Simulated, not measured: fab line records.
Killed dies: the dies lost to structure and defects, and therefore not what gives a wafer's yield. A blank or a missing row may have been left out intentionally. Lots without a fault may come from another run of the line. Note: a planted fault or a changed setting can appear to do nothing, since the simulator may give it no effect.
Which of the tools did it? || flow sky130 || 14 lots (42 wafers sampled), 1 step of a 708-step route

WHAT THE GAUGES SHOWED, per wafer
SKY_METAL3_OVL_MEAS_14.
{"lot": "L922", "measured": "day 38 05:40", "on": "overlay-01", "METAL3_OVL (nm)": "1 -2 4"}
{"lot": "L923", "measured": "day 38 20:19", "on": "overlay-02", "METAL3_OVL (nm)": "2 4 7"}
{"lot": "L924", "measured": "day 38 22:55", "on": "overlay-01", "METAL3_OVL (nm)": "14 15 8"}
{"lot": "L927", "measured": "day 40 00:26", "on": "overlay-01", "METAL3_OVL (nm)": "14 -1 16"}
{"lot": "L928", "measured": "day 40 02:12", "on": "overlay-01", "METAL3_OVL (nm)": "9 16 2"}
{"lot": "L931", "measured": "day 41 05:37", "on": "overlay-02", "METAL3_OVL (nm)": "4 -6 3"}
{"lot": "L932", "measured": "day 41 16:32", "on": "overlay-01", "METAL3_OVL (nm)": "2 4 6"}
{"lot": "L933", "measured": "day 41 20:34", "on": "overlay-01", "METAL3_OVL (nm)": "-1 3 -3"}
{"lot": "L935", "measured": "day 42 10:44", "on": "overlay-01", "METAL3_OVL (nm)": "4 3 10"}
{"lot": "L937", "measured": "day 42 20:24", "on": "overlay-02", "METAL3_OVL (nm)": "3 7 -1"}
{"lot": "L941", "measured": "day 43 22:27", "on": "overlay-02", "METAL3_OVL (nm)": "7 -5 6"}
{"lot": "L943", "measured": "day 44 11:26", "on": "overlay-01", "METAL3_OVL (nm)": "13 10 12"}
{"lot": "L945", "measured": "day 44 20:34", "on": "overlay-01", "METAL3_OVL (nm)": "2 3 3"}
{"lot": "L944", "measured": "day 45 01:58", "on": "overlay-02", "METAL3_OVL (nm)": "-6 -3 -4"}

EACH LOT AND THE TOOL THAT RAN IT (in order: tool; ch and the chambers of the sampled wafers; start)
Before these readings, the record contains no process step.

WHAT THE TOOLS THEMSELVES READ (means of the sampled wafers that have a number; where no wafer has one, the mark that the record gives instead)
The record holds no such reading with a usual standard deviation.

THE ANSWER, worked out from the rows above alone
Rule: usual is defined by the lots themselves. The widest of any qualifying gaps counts: lots, ordered by their means at a reading, are off when they make up no more than a third of the lots, leave a main group of 4 or more, and stand apart from it by 3 or more times the standard deviation of that group's means. If all means in a main group match to the digits the tables above print for the reading, that group is not used. Also off: a lot with no number at a reading for which 4 or more lots have one. The other lots that the step has rows for count as sound. After the gauges, taken in route order, come the tools' own readings; for these a lot's mean is taken, as printed above. The first step at which some lot is off is used, and at that step the reading that is off furthest; a lot without a number counts as furthest.
No lot is off on any of the readings shown, so nothing can be concluded from this.

WHAT THE SIMULATOR PUT IN
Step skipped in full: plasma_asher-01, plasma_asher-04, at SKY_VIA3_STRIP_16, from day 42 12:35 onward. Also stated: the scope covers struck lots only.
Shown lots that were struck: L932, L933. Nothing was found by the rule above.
